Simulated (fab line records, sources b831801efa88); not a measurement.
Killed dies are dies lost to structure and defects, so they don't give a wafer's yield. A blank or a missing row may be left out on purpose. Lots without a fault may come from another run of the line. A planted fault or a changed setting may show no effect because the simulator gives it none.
Which tool did it? | flow sky130 | 12 lots, 36 wafers sampled, at 4 steps of a route of 708

WHAT THE GAUGES READ, wafer by wafer
SKY_METAL5_RS_MEAS_05: measures by four-point-probe. Usual: METAL5_ALCU_RS 0.02708 ohm/sq, standard deviation 0.00023.
lot  | measured     | on            | METAL5_ALCU_RS (ohm/sq) | flag
L919 | day 43 00:04 | film_metro-03 | 0.02705 0.02712 0.02709 |
L920 | day 43 02:15 | film_metro-03 | 0.02677 0.0272 0.02687  |
L922 | day 43 21:16 | film_metro-04 | 0.02717 0.02694 0.02713 |
L924 | day 44 05:04 | film_metro-03 | 0.02717 0.02717 0.02688 |
L933 | day 46 16:02 | film_metro-04 | 0.02738 0.02753 0.02748 |
L932 | day 46 20:02 | film_metro-02 | 0.027 0.02703 0.02687   |
L934 | day 47 01:02 | film_metro-03 | 0.02685 0.02723 0.02721 |
L935 | day 47 03:46 | film_metro-02 | 0.02754 0.0273 0.02728  |
L937 | day 47 15:18 | film_metro-03 | 0.02736 0.02721 0.02738 |
L938 | day 47 16:53 | film_metro-03 | 0.02699 0.02698 0.02685 |
L940 | day 48 08:13 | film_metro-04 | 0.02691 0.02717 0.02717 |
L942 | day 48 15:31 | film_metro-04 | 0.02689 0.02654 0.02682 |

WHICH TOOL RAN EACH LOT (tool, then ch and the chambers of the sampled wafers, then the start)
lot  | SKY_LOCAL_INTERCONNECT_METAL_ETCH_14 | SKY_METAL4_SPUTTER_02        | SKY_CAP2M_STRIP_14
L919 | rie_metal-01 ch 1, day 30 12:10      | pvd_sputter-03, day 39 20:32 | plasma_asher-03 ch 0,1, day 40 20:22
L920 | rie_metal-03 ch 1, day 30 15:01      | pvd_sputter-04, day 39 23:14 | plasma_asher-03 ch 1, day 40 23:28
L922 | rie_metal-03 ch 1, day 31 10:18      | pvd_sputter-03, day 40 18:03 | plasma_asher-04 ch 0,1, day 41 18:10
L924 | rie_metal-03 ch 1, day 31 22:07      | pvd_sputter-01, day 41 01:38 | plasma_asher-02 ch 0,1, day 42 02:21
L933 | rie_metal-03 ch 0,1, day 34 20:05    | pvd_sputter-01, day 43 19:31 | plasma_asher-03 ch 0,1, day 44 18:20
L932 | rie_metal-02 ch 0,1, day 35 02:34    | pvd_sputter-03, day 43 22:51 | plasma_asher-03 ch 0,1, day 44 21:05
L934 | rie_metal-02 ch 0,1, day 35 10:37    | pvd_sputter-04, day 44 04:37 | plasma_asher-03 ch 0,1, day 45 03:01
L935 | rie_metal-01 ch 0,1, day 35 10:53    | pvd_sputter-03, day 44 09:04 | plasma_asher-03 ch 0,1, day 45 06:25
L937 | rie_metal-01 ch 0,1, day 36 01:43    | pvd_sputter-03, day 44 21:17 | plasma_asher-03 ch 0,1, day 45 19:28
L938 | rie_metal-02 ch 0,1, day 36 05:46    | pvd_sputter-03, day 44 22:46 | plasma_asher-02 ch 0,1, day 45 20:28
L940 | rie_metal-03 ch 0, day 36 22:50      | pvd_sputter-04, day 45 15:16 | plasma_asher-04 ch 0,1, day 46 12:37
L942 | rie_metal-03 ch 0, day 37 11:00      | pvd_sputter-01, day 45 23:20 | plasma_asher-02 ch 0,1, day 46 19:41
- SKY_LOCAL_INTERCONNECT_METAL_ETCH_14: etches TiN in Cl2/BCl3, stops on PSG, target depth 110 nm, time 31.4 s.
- SKY_METAL4_SPUTTER_02: material AlCu, target thk 735 nm, time 39.1 s.
- SKY_CAP2M_STRIP_14: strips in O2/N2.

WHAT THE TOOLS THEMSELVES READ (means of the sampled wafers that have a number; where no wafer has one, the mark that the record gives instead)
SKY_LOCAL_INTERCONNECT_METAL_ETCH_14. Usual: drypump_motor_current_A 5.5 A, standard deviation 0.36; mfc_cl2_sccm 60.01 sccm, standard deviation 0.17; oes_product_au 0.941 a.u., standard deviation 0.0069; throttle_valve_pct 21.903 %, standard deviation 0.0098.
lot  | tool         | drypump_motor_current_A (A) | mfc_cl2_sccm (sccm) | oes_product_au (a.u.) | throttle_valve_pct (%) | flag
L919 | rie_metal-01 | 6.0                         | 59.62               | 0.933                 | 21.911                 |
L920 | rie_metal-03 | 5.3                         | 60.04               | 0.946                 | 21.904                 |
L922 | rie_metal-03 | 5.2                         | 59.94               | 0.946                 | 21.901                 |
L924 | rie_metal-03 | 5.3                         | 60.19               | 0.937                 | 21.901                 |
L933 | rie_metal-03 | 5.3                         | 60.14               | 0.937                 | 21.908                 |
L932 | rie_metal-02 | 5.4                         | 60.11               | 0.930                 | 21.906                 |
L934 | rie_metal-02 | 5.7                         | 59.70               | 0.941                 | 21.900                 |
L935 | rie_metal-01 | 5.9                         | 60.03               | 0.944                 | 21.905                 |
L937 | rie_metal-01 | 5.8                         | 60.07               | 0.940                 | 21.894                 |
L938 | rie_metal-02 | 5.7                         | 60.05               | 0.948                 | 21.901                 |
L940 | rie_metal-03 | 5.5                         | 59.93               | 0.935                 | 21.902                 |
L942 | rie_metal-03 | 5.5                         | 59.94               | 0.942                 | 21.897                 |

SKY_METAL4_SPUTTER_02. Usual: throttle_valve_pct 30.1 %, standard deviation 0.82.
lot  | tool           | throttle_valve_pct (%) | flag
L919 | pvd_sputter-03 | 30.1                   |
L920 | pvd_sputter-04 | 29.4                   |
L922 | pvd_sputter-03 | 30.3                   |
L924 | pvd_sputter-01 | 29.9                   |
L933 | pvd_sputter-01 | 29.5                   |
L932 | pvd_sputter-03 | 29.9                   |
L934 | pvd_sputter-04 | 29.9                   |
L935 | pvd_sputter-03 | 30.1                   |
L937 | pvd_sputter-03 | 30.5                   |
L938 | pvd_sputter-03 | 30.3                   |
L940 | pvd_sputter-04 | 30.6                   |
L942 | pvd_sputter-01 | 30.1                   |

SKY_CAP2M_STRIP_14. Usual: drypump_motor_current_A 5.5 A, standard deviation 0.39; oes_product_au 0.709 a.u., standard deviation 0.0042; strip_time_to_endpoint_s 12.68 s, standard deviation 0.037.
lot  | tool            | drypump_motor_current_A (A) | oes_product_au (a.u.) | strip_time_to_endpoint_s (s) | flag
L919 | plasma_asher-03 | 5.7                         | 0.706                 | 12.69                        |
L920 | plasma_asher-03 | 5.6                         | 0.705                 | 12.64                        |
L922 | plasma_asher-04 | 5.4                         | 0.713                 | 12.58                        |
L924 | plasma_asher-02 | 5.1                         | 0.710                 | 12.70                        |
L933 | plasma_asher-03 | 5.8                         | 0.707                 | 12.72                        |
L932 | plasma_asher-03 | 5.8                         | 0.706                 | 12.68                        |
L934 | plasma_asher-03 | 5.7                         | 0.709                 | 12.65                        |
L935 | plasma_asher-03 | 5.8                         | 0.708                 | 12.68                        |
L937 | plasma_asher-03 | 5.8                         | 0.709                 | 12.69                        |
L938 | plasma_asher-02 | 5.5                         | 0.711                 | 12.68                        |
L940 | plasma_asher-04 | 5.5                         | 0.705                 | 12.69                        |
L942 | plasma_asher-02 | 5.1                         | 0.709                 | 12.76                        |

THE ANSWER, worked out from the rows above alone
Rule: a lot is off if the mean of its wafers that have a number lies more than 3 standard deviations from the usual mean. A lot without any number at a reading at which 4 lots or more have one is off too. The other lots that the step has rows for count as sound. The gauges are gone through in route order, then the tools' own readings, and for those a lot's mean is taken as printed above. The first step at which some lot is off is used, and at that step the reading that is off furthest; a lot without a number counts as furthest.
No lot is off at any reading shown: from this, nothing can be told.

WHAT THE SIMULATOR HAD PUT IN
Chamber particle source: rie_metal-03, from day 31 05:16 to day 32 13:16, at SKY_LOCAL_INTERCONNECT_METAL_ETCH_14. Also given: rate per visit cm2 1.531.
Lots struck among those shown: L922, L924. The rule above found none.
